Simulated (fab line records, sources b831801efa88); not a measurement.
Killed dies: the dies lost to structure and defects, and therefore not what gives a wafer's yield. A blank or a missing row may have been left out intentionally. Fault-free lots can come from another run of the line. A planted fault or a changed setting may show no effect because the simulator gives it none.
The same fault as seen by 2 desks | flow gf180mcu | every desk sees just its own numbers, and what lay behind them comes last

== AT THE METROLOGY DESK ==
What the gauges read, lot by lot, whatever tool the lot ran on: means of the sampled wafers that have a number. Any lot whose mean is over 4 standard deviations away from the usual mean is out of limits and marked OUT; that distance is given in the brackets.
Columns: A = V2_CVD_02_THK at GF_V2_THK_MEAS_03, usual 850 nm; B = V2_BOW at GF_V2_BOW_MEAS_05, usual 99 um
lot  | first seen here | A   | B
L814 | day 19 11:14    | 846 | 99
L820 | day 21 16:34    | 845 | 100
L822 | day 22 10:32    | 843 | 93
L823 | day 22 12:55    | 847 | 94
L824 | day 22 23:46    | 844 | 108
L825 | day 23 04:40    | 852 | 99
L831 | day 25 07:13    | 862 | 107
L832 | day 25 20:19    | 852 | 108
L835 | day 26 13:07    | 836 | 95
L836 | day 26 22:38    | 843 | 97
L837 | day 27 03:02    | 867 | 104
Finding of this desk: none of the 11 lots has anything out of limits.

== FOR THE TOOL OWNER'S DESK: litho_track-03 ==
The tool's own readings at GF_M3_COAT_09 (resist thk 1000 nm): means of the sampled wafers that have a number, for each lot that ran on this tool. Any lot whose mean is over 4 standard deviations away from the usual mean is out of limits and marked OUT; that distance is given in the brackets.
Columns: A = dispense_pressure_kPa at GF_M3_COAT_09, usual 50.6 kPa
lot  | first seen here | A
L814 | day 21 02:20    | 50.8
L820 | day 23 05:26    | 50.8
L822 | day 23 22:18    | 50.9
L823 | day 24 00:33    | 50.9
L824 | day 24 11:09    | 50.9
L831 | day 26 16:30    | 50.9
L835 | day 27 22:27    | 50.9
L836 | day 28 07:20    | 50.9
L837 | day 28 11:06    | 50.9
Finding of this desk: none of the 9 lots has anything out of limits.

== ALL TOGETHER ==
Nothing out of limits was seen by the metrology desk.
The tool owner's desk saw nothing out of limits.

== WHAT THE SIMULATOR HAD PUT IN ==
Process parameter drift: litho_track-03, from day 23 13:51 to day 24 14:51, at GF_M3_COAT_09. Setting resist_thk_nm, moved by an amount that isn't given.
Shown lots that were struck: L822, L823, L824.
